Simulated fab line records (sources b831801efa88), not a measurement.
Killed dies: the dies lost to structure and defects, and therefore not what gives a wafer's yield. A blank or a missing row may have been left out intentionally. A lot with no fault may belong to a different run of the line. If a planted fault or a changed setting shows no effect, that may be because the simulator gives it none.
Which tool is to blame? / flow sky130 / Sampling: 12 lots, 36 wafers, 3 of 708 route steps

## WHAT EACH GAUGE READ, for each wafer
SKY_CAP2M_RS_MEAS_03: a four-point-probe measurement.
lot=L075; measured=day 40 01:42; on=film metro-03; CAP2M_TIN_RS (ohm/sq)=6.98 7.01 7.00
lot=L077; measured=day 41 06:11; on=film metro-03; CAP2M_TIN_RS (ohm/sq)=6.94 6.93 6.94
lot=L078; measured=day 41 12:16; on=film metro-03; CAP2M_TIN_RS (ohm/sq)=7.01 7.02 6.98
lot=L081; measured=day 41 15:43; on=film metro-04; CAP2M_TIN_RS (ohm/sq)=7.02 7.00 7.04
lot=L083; measured=day 42 10:42; on=film metro-03; CAP2M_TIN_RS (ohm/sq)=6.91 6.87 6.83
lot=L084; measured=day 42 19:59; on=film metro-02; CAP2M_TIN_RS (ohm/sq)=6.94 6.95 6.96
lot=L089; measured=day 44 10:52; on=film metro-02; CAP2M_TIN_RS (ohm/sq)=6.91 6.92 6.94
lot=L088; measured=day 44 14:23; on=film metro-04; CAP2M_TIN_RS (ohm/sq)=6.98 7.04 7.01
lot=L091; measured=day 44 15:49; on=film metro-04; CAP2M_TIN_RS (ohm/sq)=7.13 7.06 7.14
lot=L093; measured=day 44 19:56; on=film metro-04; CAP2M_TIN_RS (ohm/sq)=6.88 6.94 6.94
lot=L095; measured=day 45 12:44; on=film metro-04; CAP2M_TIN_RS (ohm/sq)=6.91 6.99 6.85
lot=L097; measured=day 45 19:01; on=film metro-04; CAP2M_TIN_RS (ohm/sq)=6.86 6.93 6.85

## WHICH TOOL RAN EACH LOT (tool, then ch and the chambers of the sampled wafers, then the start)
lot=L075; SKY_VIA3_CMP_02=cmp-01 ch 0,1,2, day 38 22:55; SKY_METAL4_SPUTTER_04=pvd sputter-04, day 40 01:26
lot=L077; SKY_VIA3_CMP_02=cmp-02 ch 0,2,3, day 40 03:47; SKY_METAL4_SPUTTER_04=pvd sputter-03, day 41 05:56
lot=L078; SKY_VIA3_CMP_02=cmp-02 ch 1,2,3, day 40 08:53; SKY_METAL4_SPUTTER_04=pvd sputter-02, day 41 12:01
lot=L081; SKY_VIA3_CMP_02=cmp-01 ch 0,1,2, day 40 12:48; SKY_METAL4_SPUTTER_04=pvd sputter-04, day 41 15:28
lot=L083; SKY_VIA3_CMP_02=cmp-01 ch 1,2,3, day 41 09:04; SKY_METAL4_SPUTTER_04=pvd sputter-02, day 42 10:26
lot=L084; SKY_VIA3_CMP_02=cmp-01 ch 1,2, day 41 18:54; SKY_METAL4_SPUTTER_04=pvd sputter-03, day 42 19:44
lot=L089; SKY_VIA3_CMP_02=cmp-01 ch 1,2,3, day 43 11:11; SKY_METAL4_SPUTTER_04=pvd sputter-03, day 44 10:36
lot=L088; SKY_VIA3_CMP_02=cmp-01 ch 0,2,3, day 43 13:11; SKY_METAL4_SPUTTER_04=pvd sputter-03, day 44 14:07
lot=L091; SKY_VIA3_CMP_02=cmp-02 ch 0,1,2, day 43 14:49; SKY_METAL4_SPUTTER_04=pvd sputter-03, day 44 15:31
lot=L093; SKY_VIA3_CMP_02=cmp-01 ch 1,2, day 43 18:47; SKY_METAL4_SPUTTER_04=pvd sputter-03, day 44 19:39
lot=L095; SKY_VIA3_CMP_02=cmp-02 ch 0,1,3, day 44 13:27; SKY_METAL4_SPUTTER_04=pvd sputter-04, day 45 12:28
lot=L097; SKY_VIA3_CMP_02=cmp-01 ch 0,1,2, day 44 19:44; SKY_METAL4_SPUTTER_04=pvd sputter-02, day 45 18:47
- SKY_VIA3_CMP_02: polishes SiO2.
- SKY_METAL4_SPUTTER_04: material TiN, target thk 70 nm, time 58.3 s.

## THE ANSWER, worked out from the rows above alone
Rule: usual is defined by the lots themselves. The widest of any qualifying gaps counts: lots, ordered by their means at a reading, are off when they make up no more than a third of the lots, leave a main group of 4 or more, and stand apart from it by 3 or more times the standard deviation of that group's means. If all means in a main group match to the digits the tables above print for the reading, that group is not used. Also off: a lot with no number at a reading for which 4 or more lots have one. Where the step has rows for the other lots, those lots are counted as sound.
Across all readings shown, no lot is off: no conclusion can be drawn from this.

## WHAT WAS PUT IN BY THE SIMULATOR
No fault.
